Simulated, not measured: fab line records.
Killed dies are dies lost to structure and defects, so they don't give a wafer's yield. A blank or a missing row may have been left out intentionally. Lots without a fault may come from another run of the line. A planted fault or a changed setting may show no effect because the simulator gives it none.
Which tool is to blame?    flow sky130    Sampling: 14 lots, 42 wafers, 4 of 708 route steps

## WHAT EACH GAUGE READ, for each wafer
SKY_DNWELL_TW_MEAS_09. Usual: DNWELL_TW typically reads 1117, with standard deviation 16.
lot   measured     on            DNWELL_TW       flag
L581  day 3 07:52  filmMetro-03  1149 1138 1148  
L582  day 3 12:19  filmMetro-03  1138 1136 1132  
L583  day 3 16:16  filmMetro-03  1133 1138 1135  
L584  day 3 23:51  filmMetro-03  1130 1135 1132  
L585  day 4 04:16  filmMetro-01  1099 1091 1091  
L586  day 4 08:12  filmMetro-03  1134 1129 1131  
L591  day 5 10:47  filmMetro-01  1102 1108 1107  
L593  day 5 20:49  filmMetro-03  1134 1146 1135  
L594  day 6 00:27  filmMetro-03  1133 1130 1129  
L596  day 6 19:43  filmMetro-01  1112 1102 1109  
L597  day 6 20:16  filmMetro-02  1107 1105 1101  
L600  day 7 11:45  filmMetro-01  1111 1113 1104  
L603  day 8 03:25  filmMetro-03  1132 1128 1132  
L604  day 8 07:10  filmMetro-02  1109 1108 1108  

SKY_LI_CONTACT_THK_MEAS_23: measures by xrf. Usual: LI_CONTACT_W_THK typically reads 412 nm, with standard deviation 6.3.
lot   measured      on            LI_CONTACT_W_THK (nm)  flag
L581  day 29 08:47  filmMetro-04  408 419 416            
L582  day 29 14:31  filmMetro-02  419 417 416            
L583  day 29 22:19  filmMetro-04  410 407 409            
L584  day 30 04:14  filmMetro-01  415 420 419            
L585  day 30 17:13  filmMetro-02  411 416 410            
L586  day 30 21:49  filmMetro-04  421 420 421            
L591  day 32 15:46  filmMetro-04  415 421 413            
L593  day 33 05:58  filmMetro-02  410 414 404            
L594  day 33 09:55  filmMetro-04  418 417 423            
L596  day 34 15:29  filmMetro-01  400 396 400            
L597  day 34 16:06  filmMetro-01  411 416 413            
L600  day 35 10:08  filmMetro-01  419 410 415            
L603  day 36 05:32  filmMetro-04  415 418 424            
L604  day 36 07:53  filmMetro-02  407 407 420            

## WHICH TOOL RAN EACH LOT (tool, then ch and the chambers of the sampled wafers, then the start)
lot   SKY_GATE_OXIDE_CLEAN_00         SKY_LI_CONTACT_SPUTTER_19
L581  wetBench-04 ch 2, day 12 19:24  pvdSputter-04, day 29 08:25
L582  wetBench-03 ch 3, day 12 23:34  pvdSputter-02, day 29 14:06
L583  wetBench-01 ch 2, day 13 08:11  pvdSputter-04, day 29 21:55
L584  wetBench-04 ch 2, day 13 16:08  pvdSputter-01, day 30 03:52
L585  wetBench-01 ch 3, day 13 23:43  pvdSputter-04, day 30 16:50
L586  wetBench-04 ch 3, day 14 06:22  pvdSputter-02, day 30 21:26
L591  wetBench-03 ch 1, day 15 22:58  pvdSputter-02, day 32 15:22
L593  wetBench-03 ch 3, day 16 16:35  pvdSputter-01, day 33 05:35
L594  wetBench-03 ch 1, day 16 21:38  pvdSputter-01, day 33 09:31
L596  wetBench-04 ch 2, day 18 03:56  pvdSputter-04, day 34 15:05
L597  wetBench-04 ch 2, day 18 04:28  pvdSputter-01, day 34 15:42
L600  wetBench-01 ch 3, day 19 02:38  pvdSputter-04, day 35 09:46
L603  wetBench-01 ch 2, day 20 05:49  pvdSputter-01, day 36 05:08
L604  wetBench-03 ch 0, day 20 09:33  pvdSputter-01, day 36 07:29
- SKY_GATE_OXIDE_CLEAN_00: cleans in SC1/SC2, time 150 s.
- SKY_LI_CONTACT_SPUTTER_19: material Ti, target thk 20 nm, time 106.37 s.

## WHAT THE TOOLS THEMSELVES READ (means of the sampled wafers that have a number; where no wafer has one, the mark that the record gives instead)
SKY_GATE_OXIDE_CLEAN_00. Usual: runLengthS at 178 s, with a standard deviation of 3.5.
lot   tool         runLengthS (s)  flag
L581  wetBench-04  175             
L582  wetBench-03  177             
L583  wetBench-01  176             
L584  wetBench-04  174             
L585  wetBench-01  175             
L586  wetBench-04  176             
L591  wetBench-03  182             
L593  wetBench-03  105             OFF
L594  wetBench-03  110             OFF
L596  wetBench-04  176             
L597  wetBench-04  175             
L600  wetBench-01  175             
L603  wetBench-01  176             
L604  wetBench-03  175             

SKY_LI_CONTACT_SPUTTER_19. Usual: throttleValvePct at 30.5 %, with a standard deviation of 0.89.
lot   tool           throttleValvePct (%)  flag
L581  pvdSputter-04  30.3                  
L582  pvdSputter-02  31.1                  
L583  pvdSputter-04  30.8                  
L584  pvdSputter-01  29.8                  
L585  pvdSputter-04  30.3                  
L586  pvdSputter-02  30.4                  
L591  pvdSputter-02  30.4                  
L593  pvdSputter-01  30.5                  
L594  pvdSputter-01  30.5                  
L596  pvdSputter-04  30.3                  
L597  pvdSputter-01  30.0                  
L600  pvdSputter-04  30.1                  
L603  pvdSputter-01  31.2                  
L604  pvdSputter-01  30.7                  

## THE ANSWER, worked out from the rows above alone
Rule: a lot is off if the mean of its wafers that have a number lies more than 3 standard deviations from the usual mean. Also off: a lot with no number at a reading for which 4 or more lots have one. All remaining lots with rows at the step are treated as sound. Order of review: gauges by route order, followed by the tools' own readings, for which a lot's mean as printed above is used. At the first step where some lot is off, the reading lying furthest off is the one used; lots without a number count as furthest.
Off at SKY_GATE_OXIDE_CLEAN_00 (runLengthS): L593, L594.
If a tool, at that step or one of the process steps before it, ran each lot that is off and ran no sound lot following the first of them, it fits. Not one of the candidates tried fits.

## WHAT WAS PUT IN BY THE SIMULATOR
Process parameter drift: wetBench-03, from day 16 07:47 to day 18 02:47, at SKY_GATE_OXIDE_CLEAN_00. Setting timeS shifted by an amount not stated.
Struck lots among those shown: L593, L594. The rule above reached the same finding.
